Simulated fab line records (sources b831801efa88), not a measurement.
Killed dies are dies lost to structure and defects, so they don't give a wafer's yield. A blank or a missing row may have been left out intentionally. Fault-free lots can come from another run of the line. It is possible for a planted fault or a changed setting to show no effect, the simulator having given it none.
fab line records | flow sky130
record lots=14 wafers=42 last-day=50
route steps=708 shown VT_ADJUST_NCORE@121
lots that met no fault: from a run of the same line without faults
start-h: the number of hours between the record's first day and the start of the first shown wafer of the lot | wait-h: hours from the lot's prior step to this one | " same as the row above | L1.1+2: a row that stands for several wafers | - either no value or no given start | * or withheld: withheld | < > ~ a bound
route shown NAME@n: NAME is a module with steps in the file, n the number in the route of the first one | usual: mean/standard deviation taken from wafers without a fault | same: alike in all rows | chamber/n: place in a boat | sites: per-site readings | _std_site: how widely they spread, as a standard deviation | _edge_site: inner sites' mean taken away from outer sites' mean | radius-mm: how far each site lies from the wafer's centre | mask NAME#n: copy n | behind: tool/chamber where the wafer was last shaped | hold: why the lot was held/for how many hours/how that ended | device: transistor that didn't switch, given as n, p or np | end of line: tests run on the same wafers once the route is complete | step lacking rows: just its recipe | killed: the dies lost at the first sort to structure and to defects; this is not the yield of the wafer | map: the dies of a wafer, with x for killed, . for not killed, _ for no die there
set.NAME: the setting that was run; set.NAME@STEP: the one run at that earlier step | model.NAME: the simulator's own value behind a step, which no gauge read
route steps across a sampled set of lots; one table per step, one row per wafer
services: a tool's chamber out of use, with start hour (start-h, from the record's first day; less than 0 if before it), hours out, and reason
## steps
# step SKY_VT_ADJUST_NCORE_COAT_02
# recipe resist=NOVOLAK spin-rpm=3000 resist-thk-nm=1140
# columns lot.wafer tool chamber start-h wait-h
L903.1+3+6 litho-track-02 0 171.51 0.1
L904.3+5+6 litho-track-04 0 183.99 0.1
L905.1+2+5 litho-track-04 0 187.39 0.1
L907.1+3+6 litho-track-03 0 201.03 0.1
L908.3+4+5 litho-track-02 0 207.71 0.1
L909.1+2+3 litho-track-02 0 216.86 0.1
L911.1+2+4 litho-track-02 0 225.86 0.1
L913.1+2+6 litho-track-04 0 240.54 0.1
L914.3+5+6 litho-track-04 0 253.49 0.1
L916.2+5+6 litho-track-04 0 262.22 0.1
L918.3+4+5 litho-track-02 0 276.51 0.1
L920.1+5+6 litho-track-02 0 286.81 0.1
L925.4+5+6 litho-track-04 0 323.76 0.1
L926.1+4+5 litho-track-03 0 332.88 0.1
# step SKY_VT_ADJUST_NCORE_CD_MEAS_07
# recipe target-cd-nm=380
# usual cd-nm=380.6/2.9
# columns lot.wafer tool chamber start-h wait-h cd-nm
L903.1 cd-sem-02 - 182.23 0.1 372.8
L903.3 " - " " 374.4
L903.6 " - " " 372.6
L904.3 cd-sem-02 - 194.45 0.1 379.4
L904.5 " - " " 380.3
L904.6 " - " " 379.8
L905.1 cd-sem-02 - 198.74 0.1 380.3
L905.2 " - " " 380.2
L905.5 " - " " 377.9
L907.1 cd-sem-01 - 212.04 0.1 379.8
L907.3 " - " " 380.1
L907.6 " - " " 378.8
L908.3 cd-sem-01 - 218.95 0.1 380.4
L908.4 " - " " 378.1
L908.5 " - " " 378.7
L909.1 cd-sem-01 - 228.31 0.1 378.8
L909.2 " - " " 379.0
L909.3 " - " " 377.5
L911.1 cd-sem-01 - 237.43 0.1 381.5
L911.2 " - " " 381.8
L911.4 " - " " 380.7
L913.1 cd-sem-01 - 252.01 0.1 382.3
L913.2 " - " " 381.5
L913.6 " - " " 380.6
L914.3 cd-sem-01 - 265.50 0.1 378.2
L914.5 " - " " 379.8
L914.6 " - " " 378.4
L916.2 cd-sem-02 - 273.51 0.1 381.5
L916.5 " - " " 380.2
L916.6 " - " " 381.0
L918.3 cd-sem-02 - 288.70 0.1 390.2
L918.4 " - " " 389.5
L918.5 " - " " 387.1
L920.1 cd-sem-02 - 299.63 0.1 390.5
L920.5 " - " " 389.4
L920.6 " - " " 393.2
L925.4 cd-sem-01 - 337.52 0.1 382.8
L925.5 " - " " 383.7
L925.6 " - " " 384.7
L926.1 cd-sem-01 - 346.84 0.1 382.0
L926.4 " - " " 386.4
L926.5 " - " " 382.5
# step SKY_VT_ADJUST_NCORE_STRIP_10
# recipe chemistry=O2/N2 power-w=1400 pressure-mtorr=1500 platen-temp-c=withheld o2-flow-sccm=3000 n2-flow-sccm=300 overash-fraction=0.5
# usual drypump-motor-current-A=5.9/0.4 oes-product-au=0.715/0.0049 strip-time-to-endpoint-s=14.16/0.041
# columns lot.wafer tool chamber start-h wait-h drypump-motor-current-A oes-product-au rf-hours-counter-h strip-time-to-endpoint-s
L903.1 plasma-asher-04 0 182.54 0.1 5.4 0.719 51 14.16
L903.3 " 0 " " 5.4 0.712 - 14.17
L903.6 " 0 " " 5.4 0.709 - 14.17
L904.3 plasma-asher-01 1 194.75 0.1 5.4 0.720 - 14.15
L904.5 " 0 " " 6.1 0.720 - 14.15
L904.6 " 1 " " 5.5 0.717 - 14.16
L905.1 plasma-asher-04 1 199.05 0.1 6.3 0.722 53 14.08
L905.2 " 0 " " 5.4 0.718 53 14.14
L905.5 " 0 " " 5.4 0.726 - 14.10
L907.1 plasma-asher-02 0 212.35 0.1 5.9 0.707 51 14.22
L907.3 " 1 " " 6.0 0.713 - 14.22
L907.6 " 0 " " 5.9 0.715 - 14.23
L908.3 plasma-asher-01 0 219.25 0.1 6.1 0.721 - 14.12
L908.4 " 1 " " 5.5 0.712 - 14.15
L908.5 " 0 " " 6.1 0.720 - 14.17
L909.1 plasma-asher-04 1 228.61 0.1 6.3 0.717 55 14.19
L909.2 " 0 " " 5.4 0.714 55 14.16
L909.3 " 1 " " 6.3 0.711 - 14.19
L911.1 plasma-asher-04 1 237.73 0.1 6.3 0.721 56 14.17
L911.2 " 0 " " 5.4 0.723 56 14.26
L911.4 " 0 " " 5.4 0.719 - 14.25
L913.1 plasma-asher-04 0 252.31 0.1 5.4 0.715 58 14.10
L913.2 " 1 " " 6.3 0.712 58 14.09
L913.6 " 0 " " 5.4 0.712 - 14.11
L914.3 plasma-asher-04 0 265.80 0.1 5.3 0.718 - 14.12
L914.5 " 0 " " 5.3 0.702 - 14.13
L914.6 " 1 " " 6.3 0.723 - 14.16
L916.2 plasma-asher-04 1 273.80 0.1 6.3 0.718 60 14.23
L916.5 " 1 " " 6.3 0.718 - 14.19
L916.6 " 0 " " 5.4 0.707 - 14.15
L918.3 plasma-asher-04 1 289.00 0.1 6.3 0.721 - 13.47
L918.4 " 0 " " 5.3 0.716 - 13.47
L918.5 " 1 " " 6.3 0.713 - 13.45
L920.1 plasma-asher-02 0 299.93 0.1 5.9 0.721 59 13.41
L920.5 " 1 " " 6.0 0.711 - 13.46
L920.6 " 0 " " 5.9 0.722 - 13.44
L925.4 plasma-asher-01 1 337.80 0.1 5.4 0.716 - 14.17
L925.5 " 1 " " 5.4 0.716 - 14.11
L925.6 " 0 " " 6.1 0.719 - 14.17
L926.1 plasma-asher-01 1 347.15 0.1 5.4 0.714 22 14.15
L926.4 " 1 " " 5.4 0.716 - 14.17
L926.5 " 1 " " 5.4 0.718 - 14.16
## services
# columns tool chamber start-h hours kind
plasma-asher-02 - 313.38 0.7 repair
## key
first-sign step=SKY_VT_ADJUST_NCORE_CD_MEAS_07 reading=cd-nm direction=up sigmas=3.3 usual=380.6 struck=390.0
effect step=SKY_VT_ADJUST_NCORE_STRIP_10 reading=strip-time-to-endpoint-s direction=down sigmas=17 usual=* struck=*
met-at SKY_VT_ADJUST_NCORE_COAT_02
struck-lots L918,L920
tester-left-out L918,L920
onset-between 225.86 276.51
fault kind=process-parameter-drift tool=litho-track-02 chamber=- onset-h=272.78 steps=SKY_VT_ADJUST_NCORE_COAT_02 channel=resist-thk-nm offset=-60.957 shape=step end-h=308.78 acts-in=these-recipes-only stated=1140
# tester-left-out: of these lots the tester's yield and bins aren't shown, on N5 and GAA mostly nor the transistor test; their killed dies are dies lost to structure and defects alone, not to doping, threshold or leakage, so they don't give the yield
